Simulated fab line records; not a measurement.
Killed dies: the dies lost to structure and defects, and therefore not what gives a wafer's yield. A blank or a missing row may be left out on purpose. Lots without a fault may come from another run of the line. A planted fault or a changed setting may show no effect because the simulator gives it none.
A single fault, viewed from 2 desks + flow sky130 + what lay behind the numbers comes last; until then each desk has only its own

== FOR THE TOOL OWNER'S DESK: pvdSputter-02 ==
The tool's own readings at SKY_METAL4_SPUTTER_02 (material AlCu, target thk 735 nm, time 39.1 s): means of the sampled wafers that have a number, for each lot that ran on this tool. Any lot whose mean is over 4 standard deviations away from the usual mean is out of limits and marked OUT; that distance is given in the brackets.
Columns: A = throttleValvePct at SKY_METAL4_SPUTTER_02, usual 30.5 %
| lot  | first seen here | A    |
|------|-----------------|------|
| L370 | day 41 18:48    | 30.5 |
| L371 | day 42 00:48    | 30.9 |
| L375 | day 43 01:25    | 30.4 |
| L378 | day 43 21:35    | 30.5 |
| L386 | day 46 02:55    | 31.0 |
Finding of this desk: none of the 5 lots has anything out of limits.

== THE METROLOGY DESK ==
Lot by lot, what the gauges showed, no matter which tool ran the lot: averages of those sampled wafers that carry a number. Any lot whose mean is over 4 standard deviations away from the usual mean is out of limits and marked OUT; that distance is given in the brackets.
Columns: A = VIA3_W_RS at SKY_VIA3_RS_MEAS_22, usual 0.293 ohm/sq; B = VIA3_W_THK at SKY_VIA3_THK_MEAS_23, usual 405 nm
| lot  | first seen here | A     | B   |
|------|-----------------|-------|-----|
| L363 | day 39 14:13    | 0.292 | 407 |
| L364 | day 39 21:26    | 0.292 | 397 |
| L366 | day 40 15:51    | 0.292 | 408 |
| L369 | day 41 16:22    | 0.288 | 409 |
| L370 | day 41 18:17    | 0.295 | 402 |
| L371 | day 41 23:58    | 0.288 | 408 |
| L375 | day 43 00:53    | 0.295 | 402 |
| L378 | day 43 21:04    | 0.289 | 411 |
| L379 | day 44 16:13    | 0.293 | 402 |
| L383 | day 45 07:23    | 0.295 | 400 |
| L386 | day 46 02:01    | 0.296 | 398 |
Finding of this desk: none of the 11 lots has anything out of limits.

== TAKEN TOGETHER ==
The desk of the tool owner found nothing out of limits.
At the metrology desk, nothing out of limits was observed.

== WHAT WAS PUT IN BY THE SIMULATOR ==
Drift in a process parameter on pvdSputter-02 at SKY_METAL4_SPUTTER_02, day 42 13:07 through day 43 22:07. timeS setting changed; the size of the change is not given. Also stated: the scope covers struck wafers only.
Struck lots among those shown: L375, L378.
